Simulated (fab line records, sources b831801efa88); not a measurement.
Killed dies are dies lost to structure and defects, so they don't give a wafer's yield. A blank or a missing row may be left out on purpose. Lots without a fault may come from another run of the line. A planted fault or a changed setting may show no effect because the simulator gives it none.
Chamber matching | flow gf180mcu | GF_V3_CVD_00 on hdpcvd-01: 3 sister chambers
The step deposits SiO2, target thk 600 nm, time 100 s. 14 wafers are shown with their chamber, then 7 later ones without.

WAFERS WITH THEIR CHAMBER
wafer  | chamber | sih4_flow_sccm (sccm)
L688.3 | 2       | 60.09
L688.4 | 0       | 60.15
L688.6 | 1       | 59.76
L695.2 | 1       | 59.77
L695.4 | 1       | 59.98
L695.6 | 2       | 59.95
L696.1 | 1       | 60.00
L696.5 | 0       | 60.11
L696.6 | 1       | 60.23
L697.1 | 2       | 60.00
L697.3 | 1       | 60.07
L697.5 | 2       | 59.72
L699.1 | 1       | 60.23
L699.2 | 2       | 60.02

SIGNATURES (means of the wafers above)
reading        | chamber 0 | chamber 1 | chamber 2 | scatter within a chamber
sih4_flow_sccm | 60.1300   | 60.0057   | 59.9560   | 0.166
Rule: a wafer's distance from a chamber is the root of the sum, over the readings, of the square of ((its reading less the chamber's mean) divided by the reading's scatter). The wafer belongs to the nearest chamber; if the next one is less than 2 further off, it can't be placed. The scatter: the root of (the sum of the squares of (reading less its chamber's mean) over the shown wafers, divided by (wafers less chambers)).

WAFERS WITHOUT THEIR CHAMBER
wafer  | sih4_flow_sccm (sccm)
L699.4 | 59.91
L700.2 | 59.90
L700.3 | 60.11
L700.5 | 60.07
L701.3 | 60.14
L701.5 | 59.93
L701.6 | 60.07

WHICH CHAMBER EACH WENT THROUGH
wafer  | from the rows above          | in truth
L699.4 | can't be placed: 2 or 1 or 0 | 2
L700.2 | can't be placed: 2 or 1 or 0 | 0
L700.3 | can't be placed: 0 or 1 or 2 | 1
L700.5 | can't be placed: 0 or 1 or 2 | 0
L701.3 | can't be placed: 0 or 1 or 2 | 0
L701.5 | can't be placed: 2 or 1 or 0 | 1
L701.6 | can't be placed: 0 or 1 or 2 | 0
Placed correctly: 0 of 7. Can't be placed from these rows: 7 (the true chamber is among the candidates in 7). Placed wrongly: 0.
